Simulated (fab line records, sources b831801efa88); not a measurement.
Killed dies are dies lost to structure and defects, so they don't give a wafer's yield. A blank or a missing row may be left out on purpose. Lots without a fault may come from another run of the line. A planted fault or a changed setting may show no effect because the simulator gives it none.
Which tool did it? | flow gf180mcu | 24 lots, 72 wafers sampled, at 6 steps of a route of 602

WHAT THE GAUGES READ, wafer by wafer
GF_PASSIVATION_THK_MEAS_03. Usual: PASSIVATION_CVD_02_THK 705 nm, standard deviation 9.8.
lot  | measured     | on            | PASSIVATION_CVD_02_THK (nm) | flag
L074 | day 28 00:16 | film_metro-01 | 705 718 713                 |
L075 | day 28 11:44 | film_metro-03 | 735 723 712                 |
L076 | day 28 20:02 | film_metro-01 | 696 690 705                 |
L077 | day 28 23:47 | film_metro-01 | 717 716 725                 |
L078 | day 29 12:09 | film_metro-02 | 707 717 710                 |
L079 | day 29 18:10 | film_metro-02 | 710 723 729                 |
L080 | day 29 20:55 | film_metro-01 | 706 719 721                 |
L081 | day 30 14:11 | film_metro-02 | 704 708 711                 |
L082 | day 30 15:11 | film_metro-02 | 700 701 712                 |
L083 | day 30 18:34 | film_metro-02 | 704 697 710                 |
L084 | day 31 06:52 | film_metro-01 | 699 703 704                 |
L085 | day 31 13:26 | film_metro-01 | 713 716 721                 |
L086 | day 31 17:37 | film_metro-02 | 701 709 708                 |
L087 | day 31 23:08 | film_metro-01 | 702 711 726                 |
L088 | day 32 09:24 | film_metro-01 | 688 692 708                 |
L089 | day 32 14:11 | film_metro-01 | 692 682 698                 |
L090 | day 32 17:07 | film_metro-02 | 709 708 719                 |
L091 | day 33 02:05 | film_metro-02 | 698 706 702                 |
L092 | day 33 06:11 | film_metro-01 | 712 708 709                 |
L093 | day 33 09:17 | film_metro-01 | 698 704 713                 |
L094 | day 33 11:47 | film_metro-02 | 697 688 711                 |
L095 | day 33 22:43 | film_metro-03 | 710 695 701                 |
L096 | day 34 05:19 | film_metro-01 | 699 700 708                 |
L097 | day 34 08:51 | film_metro-01 | 692 703 696                 |

WHICH TOOL RAN EACH LOT (tool, then ch and the chambers of the sampled wafers, then the start)
lot  | GF_SAB_STRIP_13                      | GF_V2_SPUTTER_22             | GF_V3_CVD_23                  | GF_V5_CVD_02                    | GF_V5_ETCH_17
L074 | plasma_asher-03 ch 0,1, day 14 21:47 | pvd_sputter-03, day 19 23:40 | cvd_w-01 ch 0,1, day 22 02:44 | pecvd-03 ch 0,1,2, day 26 03:53 | rie_diel-01 ch 0,3, day 28 00:16 or earlier
L075 | plasma_asher-04 ch 0,1, day 15 12:23 | pvd_sputter-03, day 20 15:24 | cvd_w-02 ch 0,1, day 22 18:23 | pecvd-02 ch 0,1,2, day 26 15:46 | rie_diel-01 ch 0,1, day 28 11:44 or earlier
L076 | plasma_asher-01 ch 0,1, day 15 21:16 | pvd_sputter-04, day 21 00:57 | cvd_w-02 ch 0,1, day 23 03:52 | pecvd-02 ch 1,2, day 27 00:22   | rie_diel-02 ch 0,1,3, day 28 20:02 or earlier
L077 | plasma_asher-04 ch 0,1, day 16 00:06 | pvd_sputter-04, day 21 05:40 | cvd_w-02 ch 0,1, day 23 08:17 | pecvd-04 ch 0,2, day 27 04:47   | rie_diel-01 ch 0,1,2, day 28 23:47 or earlier
L078 | plasma_asher-03 ch 0,1, day 16 14:53 | pvd_sputter-03, day 21 21:38 | cvd_w-01 ch 0,1, day 24 00:04 | pecvd-04 ch 1,2, day 27 16:46   | rie_diel-02 ch 0,1,2, day 29 12:09 or earlier
L079 | plasma_asher-04 ch 0,1, day 16 20:20 | pvd_sputter-02, day 22 04:09 | cvd_w-01 ch 0,1, day 24 06:16 | pecvd-03 ch 1,2, day 27 23:37   | rie_diel-04 ch 1,2,3, day 29 18:10 or earlier
L080 | plasma_asher-01 ch 0,1, day 17 00:10 | pvd_sputter-03, day 22 07:37 | cvd_w-01 ch 0,1, day 24 10:39 | pecvd-02 ch 1,2, day 28 02:34   | rie_diel-01 ch 0,1, day 29 20:55 or earlier
L081 | plasma_asher-04 ch 0,1, day 17 20:43 | pvd_sputter-02, day 23 05:40 | cvd_w-01 ch 0,1, day 25 06:31 | pecvd-02 ch 1,2, day 28 20:58   | rie_diel-04 ch 0,1, day 30 14:11 or earlier
L082 | plasma_asher-01 ch 0,1, day 17 22:20 | pvd_sputter-03, day 23 06:36 | cvd_w-02 ch 0,1, day 25 07:10 | pecvd-04 ch 1,2, day 28 21:38   | rie_diel-02 ch 0,2,3, day 30 15:11 or earlier
L083 | plasma_asher-03 ch 0,1, day 18 05:19 | pvd_sputter-02, day 23 12:19 | cvd_w-01 ch 0,1, day 25 11:27 | pecvd-02 ch 0,2, day 29 01:53   | rie_diel-01 ch 0,1,2, day 30 18:34 or earlier
L084 | plasma_asher-03 ch 0,1, day 18 19:19 | pvd_sputter-02, day 24 04:03 | cvd_w-01 ch 0, day 26 02:08   | pecvd-04 ch 0,1,2, day 29 14:35 | rie_diel-01 ch 1,2, day 31 06:52 or earlier
L085 | plasma_asher-01 ch 0,1, day 19 04:11 | pvd_sputter-04, day 24 10:47 | cvd_w-01 ch 0,1, day 26 09:00 | pecvd-03 ch 0,1,2, day 29 21:50 | rie_diel-01 ch 0,1,2, day 31 13:26 or earlier
L086 | plasma_asher-01 ch 0,1, day 19 11:28 | pvd_sputter-02, day 24 18:36 | cvd_w-01 ch 0,1, day 26 16:06 | pecvd-04 ch 0,1, day 30 02:51   | rie_diel-02 ch 1,2, day 31 17:37 or earlier
L087 | plasma_asher-04 ch 0,1, day 19 21:58 | pvd_sputter-02, day 25 02:04 | cvd_w-01 ch 0,1, day 26 22:39 | pecvd-02 ch 1,2, day 30 08:52   | rie_diel-01 ch 1,2,3, day 31 23:08 or earlier
L088 | plasma_asher-01 ch 0,1, day 20 09:28 | pvd_sputter-03, day 25 12:10 | cvd_w-01 ch 1, day 27 08:23   | pecvd-03 ch 0,1, day 30 19:05   | rie_diel-02 ch 0,2,3, day 32 09:24 or earlier
L089 | plasma_asher-01 ch 0,1, day 20 16:52 | pvd_sputter-02, day 25 19:36 | cvd_w-01 ch 0,1, day 27 15:23 | pecvd-03 ch 0,2, day 31 00:04   | rie_diel-04 ch 0,1,2, day 32 14:11 or earlier
L090 | plasma_asher-01 ch 0,1, day 20 20:52 | pvd_sputter-03, day 25 23:37 | cvd_w-01 ch 0,1, day 27 19:15 | pecvd-03 ch 0,1, day 31 03:43   | rie_diel-04 ch 0,1,2, day 32 17:07 or earlier
L091 | plasma_asher-04 ch 0,1, day 21 06:15 | pvd_sputter-04, day 26 09:00 | cvd_w-01 ch 0,1, day 28 04:07 | pecvd-04 ch 0,1,2, day 31 12:34 | rie_diel-01 ch 1,2,3, day 33 02:05 or earlier
L092 | plasma_asher-03 ch 0,1, day 21 13:46 | pvd_sputter-03, day 26 14:35 | cvd_w-01 ch 0,1, day 28 09:04 | pecvd-03 ch 0,1,2, day 31 17:13 | rie_diel-04 ch 0,2,3, day 33 06:11 or earlier
L093 | plasma_asher-04 ch 0,1, day 21 22:53 | pvd_sputter-02, day 26 20:25 | cvd_w-01 ch 0,1, day 28 15:25 | pecvd-02 ch 1,2, day 31 20:44   | rie_diel-04 ch 0,2,3, day 33 09:17 or earlier
L094 | plasma_asher-01 ch 0,1, day 22 02:10 | pvd_sputter-03, day 27 01:31 | cvd_w-02 ch 0,1, day 28 20:42 | pecvd-04 ch 1,2, day 32 02:27   | rie_diel-02 ch 0,1,3, day 33 11:47 or earlier
L095 | plasma_asher-04 ch 0,1, day 22 12:40 | pvd_sputter-04, day 27 11:27 | cvd_w-02 ch 0,1, day 29 05:18 | pecvd-04 ch 0,1,2, day 32 10:31 | rie_diel-04 ch 1,2,3, day 33 22:43 or earlier
L096 | plasma_asher-04 ch 0,1, day 22 23:53 | pvd_sputter-03, day 27 19:51 | cvd_w-01 ch 0,1, day 29 13:47 | pecvd-03 ch 0,2, day 32 16:40   | rie_diel-02 ch 0,1,3, day 34 05:19 or earlier
L097 | plasma_asher-04 ch 0,1, day 23 06:17 | pvd_sputter-02, day 28 02:01 | cvd_w-01 ch 0,1, day 29 19:13 | pecvd-02 ch 0,1, day 32 21:18   | rie_diel-04 ch 0,2,3, day 34 08:51 or earlier
- GF_SAB_STRIP_13: strips in O2/N2.
- GF_V2_SPUTTER_22: material TiN, target thk 10 nm, time 40 s.
- GF_V3_CVD_23: deposits W, target thk 350 nm, time 104.9 s.
- GF_V5_CVD_02: deposits SiO2 from TEOS, target thk 1450 nm, time 163.28 s.
- GF_V5_ETCH_17: etches SiO2 in C4F8/O2/Ar, stops on TiN, target depth 855 nm.

WHAT THE TOOLS THEMSELVES READ (means of the sampled wafers that have a number; where no wafer has one, the mark that the record gives instead)
GF_SAB_STRIP_13. Usual: drypump_motor_current_A 5.76 A, standard deviation 0.3; heater_power_w 355 W, standard deviation 22; oes_product_au 0.709 a.u., standard deviation 0.0043; strip_time_to_endpoint_s 12.64 s, standard deviation 0.039.
lot  | tool            | drypump_motor_current_A (A) | heater_power_w (W) | oes_product_au (a.u.) | strip_time_to_endpoint_s (s) | flag
L074 | plasma_asher-03 | 5.57                        | 325                | 0.708                 | 12.65                        |
L075 | plasma_asher-04 | 6.07                        | 362                | 0.714                 | 12.60                        |
L076 | plasma_asher-01 | 5.63                        | 369                | 0.712                 | 12.69                        |
L077 | plasma_asher-04 | 6.06                        | 363                | 0.706                 | 12.68                        |
L078 | plasma_asher-03 | 5.72                        | 325                | 0.707                 | 12.57                        |
L079 | plasma_asher-04 | 6.06                        | 363                | 0.709                 | 12.71                        |
L080 | plasma_asher-01 | 5.43                        | 348                | 0.710                 | 12.62                        |
L081 | plasma_asher-04 | 6.04                        | 361                | 0.710                 | 12.67                        |
L082 | plasma_asher-01 | 5.63                        | 363                | 0.708                 | 12.59                        |
L083 | plasma_asher-03 | 5.73                        | 327                | 0.708                 | 12.63                        |
L084 | plasma_asher-03 | 5.73                        | 330                | 0.704                 | 12.59                        |
L085 | plasma_asher-01 | 5.63                        | 366                | 0.710                 | 12.69                        |
L086 | plasma_asher-01 | 5.63                        | 364                | 0.711                 | 12.68                        |
L087 | plasma_asher-04 | 6.04                        | 366                | 0.709                 | 12.62                        |
L088 | plasma_asher-01 | 5.45                        | 349                | 0.708                 | 12.64                        |
L089 | plasma_asher-01 | 5.62                        | 365                | 0.712                 | 12.70                        |
L090 | plasma_asher-01 | 5.47                        | 351                | 0.708                 | 12.64                        |
L091 | plasma_asher-04 | 6.04                        | 365                | 0.711                 | 12.64                        |
L092 | plasma_asher-03 | 5.58                        | 324                | 0.709                 | 12.62                        |
L093 | plasma_asher-04 | 5.95                        | 372                | 0.709                 | 12.64                        |
L094 | plasma_asher-01 | 5.46                        | 351                | 0.707                 | 12.66                        |
L095 | plasma_asher-04 | 5.94                        | 377                | 0.707                 | 12.61                        |
L096 | plasma_asher-04 | 6.06                        | 365                | 0.710                 | 12.60                        |
L097 | plasma_asher-04 | 5.93                        | 373                | 0.710                 | 12.63                        |

GF_V2_SPUTTER_22. Usual: throttle_valve_pct 30.0 %, standard deviation 1.
lot  | tool           | throttle_valve_pct (%) | flag
L074 | pvd_sputter-03 | 29.7                   |
L075 | pvd_sputter-03 | 30.2                   |
L076 | pvd_sputter-04 | 30.2                   |
L077 | pvd_sputter-04 | 29.8                   |
L078 | pvd_sputter-03 | 29.6                   |
L079 | pvd_sputter-02 | 29.9                   |
L080 | pvd_sputter-03 | 29.6                   |
L081 | pvd_sputter-02 | 30.1                   |
L082 | pvd_sputter-03 | 30.0                   |
L083 | pvd_sputter-02 | 30.2                   |
L084 | pvd_sputter-02 | 30.3                   |
L085 | pvd_sputter-04 | 29.3                   |
L086 | pvd_sputter-02 | 29.7                   |
L087 | pvd_sputter-02 | 30.3                   |
L088 | pvd_sputter-03 | 29.6                   |
L089 | pvd_sputter-02 | 30.2                   |
L090 | pvd_sputter-03 | 30.3                   |
L091 | pvd_sputter-04 | 31.1                   |
L092 | pvd_sputter-03 | 29.3                   |
L093 | pvd_sputter-02 | 30.1                   |
L094 | pvd_sputter-03 | 30.0                   |
L095 | pvd_sputter-04 | 30.1                   |
L096 | pvd_sputter-03 | 30.6                   |
L097 | pvd_sputter-02 | 30.1                   |

GF_V3_CVD_23. Usual: heater_power_w 913 W, standard deviation 41.
lot  | tool     | heater_power_w (W) | flag
L074 | cvd_w-01 | 937                |
L075 | cvd_w-02 | 877                |
L076 | cvd_w-02 | 881                |
L077 | cvd_w-02 | 887                |
L078 | cvd_w-01 | 905                |
L079 | cvd_w-01 | 903                |
L080 | cvd_w-01 | 942                |
L081 | cvd_w-01 | 935                |
L082 | cvd_w-02 | 893                |
L083 | cvd_w-01 | 944                |
L084 | cvd_w-01 | 890                |
L085 | cvd_w-01 | 932                |
L086 | cvd_w-01 | 937                |
L087 | cvd_w-01 | 937                |
L088 | cvd_w-01 | 964                |
L089 | cvd_w-01 | 943                |
L090 | cvd_w-01 | 921                |
L091 | cvd_w-01 | 931                |
L092 | cvd_w-01 | 919                |
L093 | cvd_w-01 | 903                |
L094 | cvd_w-02 | 891                |
L095 | cvd_w-02 | 887                |
L096 | cvd_w-01 | 947                |
L097 | cvd_w-01 | 916                |

GF_V5_CVD_02. Usual: heater_power_w 663 W, standard deviation 120.
lot  | tool     | heater_power_w (W) | flag
L074 | pecvd-03 | 598                |
L075 | pecvd-02 | 690                |
L076 | pecvd-02 | 729                |
L077 | pecvd-04 | 720                |
L078 | pecvd-04 | 804                |
L079 | pecvd-03 | 575                |
L080 | pecvd-02 | 709                |
L081 | pecvd-02 | 673                |
L082 | pecvd-04 | 832                |
L083 | pecvd-02 | 744                |
L084 | pecvd-04 | 751                |
L085 | pecvd-03 | 475                |
L086 | pecvd-04 | 772                |
L087 | pecvd-02 | 705                |
L088 | pecvd-03 | 503                |
L089 | pecvd-03 | 558                |
L090 | pecvd-03 | 489                |
L091 | pecvd-04 | 793                |
L092 | pecvd-03 | 511                |
L093 | pecvd-02 | 733                |
L094 | pecvd-04 | 743                |
L095 | pecvd-04 | 764                |
L096 | pecvd-03 | 570                |
L097 | pecvd-02 | 677                |

GF_V5_ETCH_17. Usual: oes_product_au 0.859 a.u., standard deviation 0.0046.
lot  | tool        | oes_product_au (a.u.) | flag
L074 | rie_diel-01 | 0.859                 |
L075 | rie_diel-01 | 0.862                 |
L076 | rie_diel-02 | 0.858                 |
L077 | rie_diel-01 | 0.856                 |
L078 | rie_diel-02 | 0.859                 |
L079 | rie_diel-04 | 0.862                 |
L080 | rie_diel-01 | 0.856                 |
L081 | rie_diel-04 | 0.861                 |
L082 | rie_diel-02 | 0.861                 |
L083 | rie_diel-01 | 0.863                 |
L084 | rie_diel-01 | 0.857                 |
L085 | rie_diel-01 | 0.857                 |
L086 | rie_diel-02 | 0.858                 |
L087 | rie_diel-01 | 0.860                 |
L088 | rie_diel-02 | 0.859                 |
L089 | rie_diel-04 | 0.858                 |
L090 | rie_diel-04 | 0.861                 |
L091 | rie_diel-01 | 0.858                 |
L092 | rie_diel-04 | 0.862                 |
L093 | rie_diel-04 | 0.856                 |
L094 | rie_diel-02 | 0.857                 |
L095 | rie_diel-04 | 0.859                 |
L096 | rie_diel-02 | 0.858                 |
L097 | rie_diel-04 | 0.861                 |

THE ANSWER, worked out from the rows above alone
Rule: a lot is off if the mean of its wafers that have a number lies more than 3 standard deviations from the usual mean. A lot without any number at a reading at which 4 lots or more have one is off too. The other lots that the step has rows for count as sound. The gauges are gone through in route order, then the tools' own readings, and for those a lot's mean is taken as printed above. The first step at which some lot is off is used, and at that step the reading that is off furthest; a lot without a number counts as furthest.
No lot is off at any reading shown: from this, nothing can be told.

WHAT THE SIMULATOR HAD PUT IN
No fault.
